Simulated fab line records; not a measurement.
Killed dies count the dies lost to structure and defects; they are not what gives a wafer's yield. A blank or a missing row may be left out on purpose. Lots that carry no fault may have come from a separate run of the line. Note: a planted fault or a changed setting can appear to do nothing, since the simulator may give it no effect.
fab line records	flow gf180mcu
record: lots: 11	wafers: 33	last_day: 33
route steps=602 shown V3@454 V4@498 MIM@511 V5@541
lots with no fault: from the same line, run without faults
start_h: hours from the record's opening day to when the first of the lot's shown wafers began	wait_h: hours since the lot's step before	" same as the row above	L1.1+2: a single row standing in for several wafers	- either no value or no given start	* or withheld: withheld	< > ~ a bound
route shown NAME@n: a module of which the file shows steps, and the number in the route of the first	usual: the fault-free wafers' mean and standard deviation	same: alike in all rows	chamber/n: place in a boat	sites: readings site by site	_std_site: their standard deviation	_edge_site: mean of outer sites minus mean of inner sites	radius_mm: how far each site lies from the wafer's centre	mask NAME#n: copy n	behind: the tool/chamber that last shaped the wafer	hold: cause of the lot's hold/its duration in hours/its outcome	device: transistor that didn't switch, given as n, p or np	end of line: tests run on the same wafers once the route is complete	where a step has no rows: the recipe by itself	killed: the dies lost at the first sort to structure and to defects; this is not the yield of the wafer	map: per-die view of a wafer (x killed, . not killed, _ where there is no die)
set.NAME: the run value of the setting; set.NAME@STEP: its run value at that earlier step	model.NAME: the simulator's own value behind a step, which no gauge read
a sample of lots followed through the steps of the route, with each step as a table and each wafer as a row
services: from which hour (start_h, from the record's first day; less than 0 if before it) a tool's chamber was out of use, for how many hours, and why
== steps ==
step: GF_V3_THK_MEAS_25
recipe: thk_meas_gauge: xrf	reads: W_of_V3_CVD_23
usual: V3_W_THK: 352/5.9
lot.wafer	tool	chamber	start_h	wait_h	V3_W_THK[nm]
L905.2	film_metro-01	-	515.67	0.1	337
L905.3	"	-	"	"	339
L905.6	"	-	"	"	336
L906.2	film_metro-01	-	523.74	0.1	342
L906.4	"	-	"	"	342
L906.5	"	-	"	"	346
L907.1	film_metro-03	-	532.68	0.1	351
L907.3	"	-	"	"	355
L907.5	"	-	"	"	355
L909.1	film_metro-03	-	556.96	0.1	352
L909.3	"	-	"	"	344
L909.6	"	-	"	"	350
L910.1	film_metro-02	-	559.93	0.1	359
L910.3	"	-	"	"	354
L910.6	"	-	"	"	354
L913.3	film_metro-03	-	581.14	0.1	354
L913.4	"	-	"	"	356
L913.6	"	-	"	"	355
L914.1	film_metro-01	-	589.95	0.1	345
L914.3	"	-	"	"	346
L914.5	"	-	"	"	341
L918.3	film_metro-03	-	621.67	0.1	347
L918.4	"	-	"	"	347
L918.5	"	-	"	"	345
L921.1	film_metro-02	-	646.54	0.1	350
L921.2	"	-	"	"	354
L921.3	"	-	"	"	357
L922.3	film_metro-01	-	649.83	0.1	351
L922.4	"	-	"	"	348
L922.6	"	-	"	"	349
L923.1	film_metro-02	-	666.97	0.1	356
L923.3	"	-	"	"	362
L923.4	"	-	"	"	351
step: GF_V4_SPUTTER_22
recipe: material: TiN	target_thk_nm: 10	chamber_pressure_pa: 5	power_w: 4000	time_s: 40
usual: throttle_valve_pct: 30.3/1.1
lot.wafer	tool	chamber	start_h	wait_h	throttle_valve_pct
L905.2	pvd_sputter-04	-	563.49	0.0	32.0
L905.3	"	-	"	"	31.3
L905.6	"	-	"	"	31.4
L906.2	pvd_sputter-04	-	571.55	0.0	31.8
L906.4	"	-	"	"	29.8
L906.5	"	-	"	"	29.3
L907.1	pvd_sputter-03	-	580.31	0.0	30.6
L907.3	"	-	"	"	29.3
L907.5	"	-	"	"	29.7
L909.1	pvd_sputter-02	-	603.16	0.0	29.6
L909.3	"	-	"	"	29.0
L909.6	"	-	"	"	29.2
L910.1	pvd_sputter-03	-	606.61	0.0	29.5
L910.3	"	-	"	"	29.3
L910.6	"	-	"	"	29.8
L913.3	pvd_sputter-03	-	626.25	0.0	30.7
L913.4	"	-	"	"	29.7
L913.6	"	-	"	"	29.6
L914.1	pvd_sputter-03	-	633.53	0.0	30.7
L914.3	"	-	"	"	30.1
L914.5	"	-	"	"	32.0
L918.3	pvd_sputter-02	-	663.22	0.0	29.2
L918.4	"	-	"	"	30.8
L918.5	"	-	"	"	29.5
L921.1	pvd_sputter-04	-	687.94	0.0	31.8
L921.2	"	-	"	"	29.9
L921.3	"	-	"	"	31.4
L922.3	pvd_sputter-04	-	690.66	0.0	29.2
L922.4	"	-	"	"	31.8
L922.6	"	-	"	"	32.0
L923.1	pvd_sputter-04	-	707.64	0.0	31.4
L923.3	"	-	"	"	29.7
L923.4	"	-	"	"	32.1
step: GF_MIM_SPUTTER_08
recipe: material: AlCu	target_thk_nm: 200	power_w: 10910	time_s: 10.6	chamber_pressure_pa: 0.4
usual: throttle_valve_pct: 30.1/0.81
lot.wafer	tool	chamber	start_h	wait_h	throttle_valve_pct
L905.2	pvd_sputter-02	-	564.48	0.0	28.1
L905.3	"	-	"	"	29.0
L905.6	"	-	"	"	29.6
L906.2	pvd_sputter-01	-	572.54	0.0	30.1
L906.4	"	-	"	"	29.8
L906.5	"	-	"	"	29.8
L907.1	pvd_sputter-03	-	581.30	0.0	31.5
L907.3	"	-	"	"	30.6
L907.5	"	-	"	"	31.7
L909.1	pvd_sputter-02	-	604.19	0.0	29.1
L909.3	"	-	"	"	29.4
L909.6	"	-	"	"	29.3
L910.1	pvd_sputter-01	-	607.60	0.0	30.4
L910.3	"	-	"	"	30.9
L910.6	"	-	"	"	31.0
L913.3	pvd_sputter-02	-	627.25	0.0	29.3
L913.4	"	-	"	"	29.4
L913.6	"	-	"	"	29.3
L914.1	pvd_sputter-01	-	634.52	0.0	29.4
L914.3	"	-	"	"	30.3
L914.5	"	-	"	"	30.3
L918.3	pvd_sputter-01	-	664.21	0.0	30.2
L918.4	"	-	"	"	29.5
L918.5	"	-	"	"	29.7
L921.1	pvd_sputter-01	-	688.95	0.0	29.6
L921.2	"	-	"	"	30.0
L921.3	"	-	"	"	30.5
L922.3	pvd_sputter-01	-	691.65	0.0	30.2
L922.4	"	-	"	"	30.1
L922.6	"	-	"	"	29.9
L923.1	pvd_sputter-03	-	708.63	0.0	29.6
L923.3	"	-	"	"	29.9
L923.4	"	-	"	"	30.6
step: GF_MIM_RS_MEAS_10
recipe: thk_meas_gauge: four-point-probe	reads: TiN_of_MIM_SPUTTER_09+AlCu_of_MIM_SPUTTER_08+TiN_of_MIM_SPUTTER_07
usual: MIM_ALCU_RS: 0.1555/0.0019
lot.wafer	tool	chamber	start_h	wait_h	MIM_ALCU_RS[ohm/sq]
L905.2	film_metro-01	-	564.56	0.0	0.1576
L905.3	"	-	"	"	0.1564
L905.6	"	-	"	"	0.1536
L906.2	film_metro-03	-	572.62	0.0	0.1533
L906.4	"	-	"	"	0.1538
L906.5	"	-	"	"	0.1542
L907.1	film_metro-03	-	581.35	0.0	0.1557
L907.3	"	-	"	"	0.1569
L907.5	"	-	"	"	0.1553
L909.1	film_metro-04	-	604.24	0.0	0.1569
L909.3	"	-	"	"	0.1562
L909.6	"	-	"	"	0.1572
L910.1	film_metro-04	-	607.66	0.0	0.1565
L910.3	"	-	"	"	0.1582
L910.6	"	-	"	"	0.1592
L913.3	film_metro-03	-	627.34	0.1	0.1547
L913.4	"	-	"	"	0.1547
L913.6	"	-	"	"	0.1562
L914.1	film_metro-01	-	634.58	0.0	0.1555
L914.3	"	-	"	"	0.1535
L914.5	"	-	"	"	0.1548
L918.3	film_metro-03	-	664.30	0.1	0.1546
L918.4	"	-	"	"	0.1545
L918.5	"	-	"	"	0.1555
L921.1	film_metro-03	-	689.00	0.0	0.1993
L921.2	"	-	"	"	0.1947
L921.3	"	-	"	"	0.1990
L922.3	film_metro-04	-	691.74	0.1	0.1974
L922.4	"	-	"	"	0.1964
L922.6	"	-	"	"	0.1956
L923.1	film_metro-04	-	708.79	0.1	0.1570
L923.3	"	-	"	"	0.1557
L923.4	"	-	"	"	0.1574
step: GF_MIM_THK_MEAS_11
recipe: thk_meas_gauge: xrf	reads: AlCu_of_MIM_SPUTTER_08
usual: MIM_ALCU_THK: 205.0/2.6
lot.wafer	tool	chamber	start_h	wait_h	MIM_ALCU_THK[nm]
L905.2	film_metro-01	-	564.67	0.1	203.4
L905.3	"	-	"	"	205.6
L905.6	"	-	"	"	209.1
L906.2	film_metro-03	-	572.73	0.1	208.6
L906.4	"	-	"	"	208.0
L906.5	"	-	"	"	208.0
L907.1	film_metro-03	-	581.47	0.1	206.9
L907.3	"	-	"	"	204.9
L907.5	"	-	"	"	207.0
L909.1	film_metro-04	-	604.36	0.1	202.0
L909.3	"	-	"	"	203.6
L909.6	"	-	"	"	202.0
L910.1	film_metro-04	-	607.78	0.1	202.7
L910.3	"	-	"	"	200.4
L910.6	"	-	"	"	199.2
L913.3	film_metro-03	-	627.44	0.1	205.3
L913.4	"	-	"	"	207.4
L913.6	"	-	"	"	204.7
L914.1	film_metro-01	-	634.70	0.1	206.3
L914.3	"	-	"	"	207.0
L914.5	"	-	"	"	205.5
L918.3	film_metro-03	-	664.40	0.1	206.3
L918.4	"	-	"	"	206.9
L918.5	"	-	"	"	204.5
L921.1	film_metro-03	-	689.12	0.1	162.2
L921.2	"	-	"	"	165.2
L921.3	"	-	"	"	161.9
L922.3	film_metro-04	-	691.84	0.1	162.2
L922.4	"	-	"	"	162.8
L922.6	"	-	"	"	161.7
L923.1	film_metro-04	-	708.91	0.1	201.5
L923.3	"	-	"	"	202.6
L923.4	"	-	"	"	202.1
step: GF_MIM_METAL_ETCH_19
recipe: chemistry: Cl2/BCl3	mask_material: NOVOLAK	stop_on: Si3N4	target_depth_nm: 324.5	pressure_mtorr: 8	icp_w: 800	bias_w: 140	Cl2_flow_sccm: 80	bcl3_flow_sccm: 40	time_s: 54.1
usual: drypump_motor_current_A: 5.2/0.44	oes_product_au: 0.952/0.0064	throttle_valve_pct: 28.270/0.01
lot.wafer	tool	chamber	start_h	wait_h	drypump_motor_current_A	oes_product_au	rf_hours_counter_h	throttle_valve_pct
L905.2	rie_metal-03	1	586.73	0.1	5.8	0.944	0	28.283
L905.3	"	1	"	"	5.9	0.948	-	28.278
L905.6	"	1	"	"	5.8	0.960	-	28.263
L906.2	rie_metal-01	0	593.73	0.1	5.0	0.956	3	28.250
L906.4	"	1	"	"	5.9	0.958	-	28.258
L906.5	"	0	"	"	5.0	0.952	-	28.269
L907.1	rie_metal-03	0	602.51	0.1	5.0	0.952	14	28.263
L907.3	"	1	"	"	5.9	0.948	-	28.296
L907.5	"	1	"	"	5.8	0.957	-	28.288
L909.1	rie_metal-02	0	624.38	0.1	5.1	0.950	13	28.290
L909.3	"	1	"	"	4.8	0.947	-	28.270
L909.6	"	0	"	"	5.1	0.944	-	28.264
L910.1	rie_metal-01	0	627.96	0.1	5.0	0.949	4	28.279
L910.3	"	1	"	"	5.9	0.940	-	28.265
L910.6	"	1	"	"	5.9	0.942	-	28.287
L913.3	rie_metal-02	1	647.58	0.1	4.8	0.956	-	28.282
L913.4	"	1	"	"	4.8	0.953	-	28.255
L913.6	"	1	"	"	4.8	0.953	-	28.269
L914.1	rie_metal-01	1	654.48	0.1	5.9	0.947	15	28.290
L914.3	"	0	"	"	4.9	0.957	-	28.271
L914.5	"	0	"	"	5.0	0.948	-	28.264
L918.3	rie_metal-01	0	683.56	0.1	5.0	0.948	-	28.264
L918.4	"	0	"	"	5.0	0.943	-	28.273
L918.5	"	0	"	"	5.0	0.950	-	28.267
L921.1	rie_metal-03	0	706.98	0.1	5.0	0.867	2	28.379
L921.2	"	1	"	"	5.8	0.879	5	28.359
L921.3	"	1	"	"	5.8	0.875	-	28.346
L922.3	rie_metal-02	1	709.45	0.1	4.8	0.874	-	28.353
L922.4	"	0	"	"	5.1	0.878	-	28.355
L922.6	"	0	"	"	5.1	0.874	-	28.352
L923.1	rie_metal-01	0	727.17	0.1	4.9	0.957	9	28.263
L923.3	"	1	"	"	5.9	0.959	-	28.251
L923.4	"	0	"	"	4.9	0.951	-	28.275
step: GF_V5_THK_MEAS_01
recipe: reads: SiO2_of_V5_CVD_00
usual: V5_CVD_00_THK: 311/3.2
lot.wafer	tool	chamber	start_h	wait_h	V5_CVD_00_THK[nm]
L905.2	film_metro-03	-	609.49	0.0	321
L905.3	"	-	"	"	315
L905.6	"	-	"	"	320
L906.2	film_metro-03	-	615.78	0.0	313
L906.4	"	-	"	"	310
L906.5	"	-	"	"	314
L907.1	film_metro-02	-	624.52	0.0	309
L907.3	"	-	"	"	312
L907.5	"	-	"	"	313
L909.1	film_metro-03	-	645.35	0.0	311
L909.3	"	-	"	"	314
L909.6	"	-	"	"	310
L910.1	film_metro-02	-	649.25	0.0	307
L910.3	"	-	"	"	309
L910.6	"	-	"	"	311
L913.3	film_metro-01	-	669.10	0.0	314
L913.4	"	-	"	"	312
L913.6	"	-	"	"	314
L914.1	film_metro-01	-	675.25	0.0	309
L914.3	"	-	"	"	307
L914.5	"	-	"	"	311
L918.3	film_metro-02	-	703.47	0.0	313
L918.4	"	-	"	"	313
L918.5	"	-	"	"	309
L921.1	film_metro-02	-	726.46	0.0	312
L921.2	"	-	"	"	307
L921.3	"	-	"	"	306
L922.3	film_metro-03	-	728.43	0.0	308
L922.4	"	-	"	"	310
L922.6	"	-	"	"	310
L923.1	film_metro-03	-	745.68	0.0	314
L923.3	"	-	"	"	313
L923.4	"	-	"	"	316
== services ==
tool	chamber	start_h	hours	kind
pvd_sputter-01	3	544.97	-	consumable_replace:kit
pvd_sputter-01	3	544.97	18.0	scheduled_down
pvd_sputter-01	3	544.97	18.0	vent_cycle
rie_metal-01	-	549.37	0.2	repair
rie_metal-03	1	567.91	-	clean
rie_metal-02	-	579.23	14.6	pm
pvd_sputter-02	3	611.33	-	consumable_replace:kit
pvd_sputter-02	3	611.33	18.0	scheduled_down
pvd_sputter-02	3	611.33	18.0	vent_cycle
pvd_sputter-03	-	629.47	0.8	repair
pvd_sputter-02	-	633.06	2.1	repair
pvd_sputter-04	-	639.14	1.1	repair
pvd_sputter-03	-	651.23	26.2	repair
rie_metal-01	1	656.63	-	clean
rie_metal-01	1	656.63	35.1	scheduled_down
rie_metal-01	1	656.63	35.1	vent_cycle
rie_metal-01	-	661.38	0.2	repair
pvd_sputter-02	-	680.28	5.2	repair
pvd_sputter-03	-	690.84	5.2	repair
pvd_sputter-01	2	691.70	-	consumable_replace:kit
pvd_sputter-03	3	725.61	-	consumable_replace:kit
pvd_sputter-03	3	725.61	18.0	scheduled_down
pvd_sputter-03	3	725.61	18.0	vent_cycle
pvd_sputter-03	-	727.15	2.4	repair
== key ==
first_sign: step: GF_MIM_RS_MEAS_10	reading: MIM_ALCU_RS	direction: up	sigmas: 22	usual: 0.1555	struck: 0.1971
effect: step: GF_MIM_THK_MEAS_11	reading: MIM_ALCU_THK	direction: down	sigmas: 16	usual: 205.0	struck: 162.7
effect: step: GF_MIM_METAL_ETCH_19	reading: oes_product_au	direction: down	sigmas: 12	usual: 0.952	struck: 0.874
met_at GF_MIM_SPUTTER_08
struck_lots L921,L922
not_acting_at GF_V3_THK_MEAS_25,GF_V4_SPUTTER_22,GF_V5_THK_MEAS_01
onset_between 664.21 688.95
fault: kind: process_parameter_drift	tool: pvd_sputter-01	chamber: -	onset_h: 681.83	steps: GF_MIM_SPUTTER_08	channel: time_s	offset: *	shape: step	end_h: 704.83	acts_in: *	stated: *
